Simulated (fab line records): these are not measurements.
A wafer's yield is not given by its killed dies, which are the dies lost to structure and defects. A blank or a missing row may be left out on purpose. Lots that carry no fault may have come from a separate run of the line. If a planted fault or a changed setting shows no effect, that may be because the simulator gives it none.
Chamber matching :: flow gf180mcu :: 4 sister chambers for GF_PASSIVATION_ETCH_11 on rie_diel-04
The step etches the open film in CF4/O2, stops on TiN, target depth 1800 nm, time 400 s. 4 wafers are shown with their chamber, then 12 later ones without.

WAFERS WITH THEIR CHAMBER
wafer: L084.6
chamber: 0
drypump_motor_current_A (A): 5.5

wafer: L089.1
chamber: 1
drypump_motor_current_A (A): 5.9

wafer: L089.2
chamber: 3
drypump_motor_current_A (A): 4.7

wafer: L089.3
chamber: 2
drypump_motor_current_A (A): 5.7

WAFERS WITHOUT THEIR CHAMBER
wafer: L089.4
drypump_motor_current_A (A): 5.8

wafer: L089.5
drypump_motor_current_A (A): 4.7

wafer: L089.6
drypump_motor_current_A (A): 5.7

wafer: L092.4
drypump_motor_current_A (A): 5.6

wafer: L092.5
drypump_motor_current_A (A): 4.7

wafer: L092.6
drypump_motor_current_A (A): 5.6

wafer: L094.1
drypump_motor_current_A (A): 5.9

wafer: L094.2
drypump_motor_current_A (A): 5.5

wafer: L094.6
drypump_motor_current_A (A): 5.7

wafer: L096.2
drypump_motor_current_A (A): 4.7

wafer: L096.3
drypump_motor_current_A (A): 5.6

wafer: L096.4
drypump_motor_current_A (A): 5.9

THE CHAMBER EACH PASSED THROUGH
wafer: L089.4
from the rows above: can't be placed: 2 or 1
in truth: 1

wafer: L089.5
from the rows above: 3
in truth: 3

wafer: L089.6
from the rows above: 2
in truth: 2

wafer: L092.4
from the rows above: can't be placed: 0 or 2
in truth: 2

wafer: L092.5
from the rows above: 3
in truth: 3

wafer: L092.6
from the rows above: can't be placed: 0 or 2
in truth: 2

wafer: L094.1
from the rows above: 1
in truth: 1

wafer: L094.2
from the rows above: 0
in truth: 0

wafer: L094.6
from the rows above: 2
in truth: 2

wafer: L096.2
from the rows above: 3
in truth: 3

wafer: L096.3
from the rows above: can't be placed: 0 or 2
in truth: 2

wafer: L096.4
from the rows above: 1
in truth: 1
Correctly placed: 8 of 12. Can't be placed from these rows: 4 (the true chamber is among the candidates in 4). 0 placed wrongly.
How it was worked out, from the rows above alone: a wafer's distance from a chamber is the root of the sum, over the readings, of the square of ((its reading less the chamber's mean) divided by the reading's scatter). If the next closest chamber is less than 2 further off than the closest, the wafer can't be placed; otherwise it belongs to the closest. A chamber's mean is the mean of its shown wafers. The scatter: with one shown wafer a chamber, the root of the mean of the squares of how far each hidden wafer lies from its nearest shown one.
